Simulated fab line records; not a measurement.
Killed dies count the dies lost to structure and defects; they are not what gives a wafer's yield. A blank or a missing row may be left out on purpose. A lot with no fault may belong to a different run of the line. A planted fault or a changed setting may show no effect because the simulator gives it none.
Which tool is to blame?    flow sky130    13 lots, 39 wafers sampled, at 5 steps of a route of 708

## WHAT THE GAUGES SHOWED, per wafer
SKY_VT_ADJUST_LVTN_OVL_MEAS_07.
lot   measured      on          VT_ADJUST_LVTN_OVL (nm)
L545  day 7 05:21   overlay-01  1.8 0.4 0.3
L546  day 7 09:03   overlay-02  3.2 -0.4 2.6
L547  day 7 17:52   overlay-02  -1.5 -1.8 -1.7
L549  day 8 17:23   overlay-01  0.4 -0.7 0.9
L550  day 8 19:19   overlay-01  -0.4 -1.5 -1.7
L555  day 10 04:19  overlay-02  -1.5 -0.6 -0.4
L558  day 11 05:07  overlay-01  1.8 0.3 0.3
L559  day 11 06:55  overlay-02  -0.1 -0.2 1.4
L562  day 11 19:55  overlay-02  0.6 -0.5 1.9
L564  day 12 10:31  overlay-02  2.2 1.8 0.3
L565  day 12 17:10  overlay-01  1.6 0.6 1.4
L567  day 13 09:28  overlay-01  -1.4 -2.2 -0.7
L568  day 13 14:15  overlay-02  1.0 1.2 0.0

SKY_VT_ADJUST_PCH_OVL_MEAS_07.
lot   measured      on          VT_ADJUST_PCH_OVL (nm)
L545  day 10 23:03  overlay-01  -2.2 -3.2 -0.8
L546  day 11 03:57  overlay-01  -0.3 1.2 1.8
L547  day 11 11:54  overlay-02  2.7 0.5 0.7
L549  day 12 15:49  overlay-01  0.2 -1.6 -2.4
L550  day 12 18:58  overlay-02  1.3 0.1 0.6
L555  day 14 10:09  overlay-02  -1.5 -1.4 -1.3
L558  day 15 15:25  overlay-02  0.5 1.1 1.9
L559  day 15 17:57  overlay-01  -1.8 0.7 -0.5
L562  day 16 09:22  overlay-01  -1.4 -0.2 -0.3
L564  day 17 03:04  overlay-01  -1.9 -0.9 -1.7
L565  day 17 12:17  overlay-02  0.8 1.5 -0.4
L567  day 18 05:47  overlay-02  0.4 0.8 0.9
L568  day 18 11:36  overlay-02  -0.2 0.6 0.6

## WHICH TOOL RAN EACH LOT (tool, then ch and the chambers of the sampled wafers, then the start)
lot   SKY_VT_ADJUST_NCORE_COAT_02        SKY_VT_ADJUST_NCORE_STRIP_10          SKY_VT_ADJUST_HVTR_STRIP_10
L545  litho track-04 ch 0, day 8 14:09   plasma asher-03 ch 0,1, day 9 01:34   plasma asher-03 ch 0,1, day 9 23:37
L546  litho track-04 ch 0, day 8 18:15   plasma asher-02 ch 0,1, day 9 05:13   plasma asher-04 ch 0,1, day 10 04:23
L547  litho track-01 ch 0, day 9 01:55   plasma asher-03 ch 0,1, day 9 13:43   plasma asher-03 ch 0,1, day 10 12:05
L549  litho track-04 ch 0, day 10 02:41  plasma asher-01 ch 0,1, day 10 14:29  plasma asher-04 ch 0,1, day 11 15:11
L550  litho track-01 ch 0, day 10 05:14  plasma asher-02 ch 0,1, day 10 17:25  plasma asher-03 ch 0, day 11 18:22
L555  litho track-03 ch 0, day 11 16:26  plasma asher-01 ch 0,1, day 12 05:34  plasma asher-03 ch 0,1, day 13 07:37
L558  litho track-04 ch 0, day 12 17:24  plasma asher-02 ch 0,1, day 13 07:19  plasma asher-02 ch 0,1, day 14 10:26
L559  litho track-04 ch 0, day 12 20:33  plasma asher-02 ch 0,1, day 13 10:05  plasma asher-03 ch 0,1, day 14 13:47
L562  litho track-04 ch 0, day 13 10:05  plasma asher-01 ch 0, day 13 23:26    plasma asher-03 ch 0,1, day 15 04:31
L564  litho track-01 ch 0, day 14 01:41  plasma asher-03 ch 0,1, day 14 15:40  plasma asher-03 ch 0,1, day 15 20:34
L565  litho track-01 ch 0, day 14 09:28  plasma asher-01 ch 0,1, day 15 00:04  plasma asher-04 ch 0,1, day 16 05:40
L567  litho track-03 ch 0, day 15 03:10  plasma asher-01 ch 0,1, day 15 17:17  plasma asher-04 ch 0,1, day 16 23:17
L568  litho track-01 ch 0, day 15 07:40  plasma asher-03 ch 0,1, day 15 22:26  plasma asher-03 ch 0,1, day 17 04:32
- SKY_VT_ADJUST_NCORE_COAT_02: resist thk 1140 nm.
- SKY_VT_ADJUST_NCORE_STRIP_10: strips in O2/N2.
- SKY_VT_ADJUST_HVTR_STRIP_10: strips in O2/N2.

## WHAT THE TOOLS THEMSELVES READ (means of the sampled wafers that have a number; where no wafer has one, the mark that the record gives instead)
SKY_VT_ADJUST_NCORE_STRIP_10.
lot   tool             drypump motor current A (A)  oes product au (a.u.)  strip time to endpoint s (s)
L545  plasma asher-03  5.3                          0.709                  14.24
L546  plasma asher-02  6.1                          0.715                  14.27
L547  plasma asher-03  5.5                          0.717                  14.22
L549  plasma asher-01  6.3                          0.714                  14.24
L550  plasma asher-02  6.1                          0.711                  14.23
L555  plasma asher-01  6.1                          0.719                  14.20
L558  plasma asher-02  5.4                          0.713                  14.71
L559  plasma asher-02  5.4                          0.715                  14.61
L562  plasma asher-01  5.8                          0.715                  14.68
L564  plasma asher-03  5.6                          0.710                  14.24
L565  plasma asher-01  6.3                          0.713                  14.20
L567  plasma asher-01  6.1                          0.715                  14.19
L568  plasma asher-03  5.3                          0.712                  14.26

SKY_VT_ADJUST_HVTR_STRIP_10.
lot   tool             drypump motor current A (A)  oes product au (a.u.)  strip time to endpoint s (s)
L545  plasma asher-03  5.3                          0.718                  14.23
L546  plasma asher-04  5.5                          0.717                  14.23
L547  plasma asher-03  5.6                          0.718                  14.23
L549  plasma asher-04  5.7                          0.712                  14.18
L550  plasma asher-03  5.8                          0.719                  14.23
L555  plasma asher-03  5.3                          0.711                  14.26
L558  plasma asher-02  5.4                          0.716                  14.23
L559  plasma asher-03  5.3                          0.716                  14.20
L562  plasma asher-03  5.3                          0.719                  14.19
L564  plasma asher-03  5.3                          0.718                  14.19
L565  plasma asher-04  5.7                          0.718                  14.14
L567  plasma asher-04  5.7                          0.715                  14.21
L568  plasma asher-03  5.5                          0.714                  14.22

## THE ANSWER, worked out from the rows above alone
Rule: what is usual is taken from the lots themselves. Put in order of their means at a reading, lots are off if they are a third of the lots or fewer, leave a main group of 4 or more, and stand apart from it by a gap of 3 or more times the standard deviation of the main group's means; of several such gaps the widest counts. The tables above print the reading to a certain number of digits; a main group whose means all agree to those digits is not used. A lot without any number at a reading at which 4 lots or more have one is off too. The other lots that the step has rows for count as sound. Order of review: gauges by route order, followed by the tools' own readings, for which a lot's mean as printed above is used. The first step at which some lot is off is used, and at that step the reading that is off furthest; a lot without a number counts as furthest.
Off: L558, L559, L562, at SKY_VT_ADJUST_NCORE_STRIP_10 (strip time to endpoint s). The main group: mean 14.23 s, standard deviation 0.025.
If a tool, at that step or one of the process steps before it, ran each lot that is off and ran no sound lot following the first of them, it fits. One fits: litho track-04 at SKY_VT_ADJUST_NCORE_COAT_02. Its last sound lot is L549 (day 10 02:41), its first lot that is off L558 (day 12 17:24): a fault that began between those two fits.

## WHAT WAS PUT IN BY THE SIMULATOR
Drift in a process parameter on litho track-04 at SKY_VT_ADJUST_NCORE_COAT_02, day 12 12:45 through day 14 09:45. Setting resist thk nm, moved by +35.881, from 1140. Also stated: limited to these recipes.
Lots struck among those shown: L558, L559, L562. The rule above found the same.
